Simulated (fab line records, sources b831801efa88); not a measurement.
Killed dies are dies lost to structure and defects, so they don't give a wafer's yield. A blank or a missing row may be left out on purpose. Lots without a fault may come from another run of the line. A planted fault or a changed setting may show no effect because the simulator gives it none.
Problem report in the 8D (eight disciplines) form, filled by code | flow gf180mcu | the parts of the form that need people (team, actions taken, sign-off) are left out

1. THE PROBLEM
strip_time_to_endpoint_s at GF_MIM_STRIP_20 reads a mean of 12.09 s on 6 wafers of 2 lots; wafers without a fault read 11.25 s with a standard deviation of 0.038. That is +22 standard deviations from the usual mean.
The step: strips in O2/N2.
First seen on wafer L488.3, day 30 02:33, on plasma_asher-02. The record holds 36 wafers of 12 lots with a number at this step. Rule for "out", or "out of limits": more than 4 standard deviations from the usual mean. The other wafers with a number count as sound.

2. WHAT IT IS AND WHAT IT IS NOT
question                    | is                               | is not
which readings at this step | strip_time_to_endpoint_s         | drypump_motor_current_A, heater_power_w
which lots                  | L488, L491                       | L473, L474, L475, L477, L478, L479, L482, L494, L495, L496
which wafers of those lots  | all that have a number           | -
read on which tools         | plasma_asher-02, plasma_asher-03 | plasma_asher-01
when                        | from day 30 02:33                | up to then (21 sound wafers); but 9 sound wafers of L494, L495, L496 came after

3. SUSPECTS, AND WHAT RULES EACH OUT
Counting: a tool at a process step up to the reading stays a suspect if it ran every lot that is out and no sound lot after the first of them.
- pvd_sputter-01 at GF_MIM_SPUTTER_09 (material TiN, target thk 35 nm, time 29.2 s): ruled out as a lasting fault. Sound lots L494, L496 ran on it after its first lot that is out, L488 (day 29 07:14).
- litho_track-01 at GF_MIM_COAT_14 (resist thk 1000 nm): kept. It ran every lot that is out, first L488 (day 29 16:35), and no sound lot after that; its last sound lot up to then is L482 (day 27 22:11).
Left after counting: litho_track-01 at GF_MIM_COAT_14.

4. THE CAUSE (what the simulator had put in)
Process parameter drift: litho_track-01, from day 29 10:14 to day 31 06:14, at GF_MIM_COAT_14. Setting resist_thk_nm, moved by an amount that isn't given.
Counting left only this tool.

5. THE CHAIN OF EFFECTS, in route order
Each row: a reading whose mean over the struck wafers that have a number lies more than 3 standard deviations from the usual. Only readings for which the record gives a usual standard deviation are gone through. hours: the time from each lot's start at the first step in this table that gives one to its start at this step, as a median over the lots. sigmas: the change in usual standard deviations.
hours | step            | reading                  | usual      | on struck wafers | change | sigmas
0     | GF_MIM_STRIP_20 | oes_product_au           | 0.693 a.u. | 0.709            | +0.016 | +3.2
0     | GF_MIM_STRIP_20 | strip_time_to_endpoint_s | 11.25 s    | 12.09            | +0.84  | +22
The process steps in it:
- GF_MIM_STRIP_20: strips in O2/N2.

6. WHAT WOULD HAVE CAUGHT IT SOONER
In this record the first reading out of limits was taken at day 30 02:33, 16 hours after the fault began at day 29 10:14.
Of the tool readings at GF_MIM_COAT_14 for which the record gives a usual standard deviation, none was out on any struck wafer, so an alarm limit of 4 standard deviations on them would not have fired.
Of the lots that are out (2), L491 began GF_MIM_COAT_14 on litho_track-01 after day 30 02:33. A hold on the tool at that time would have spared it.
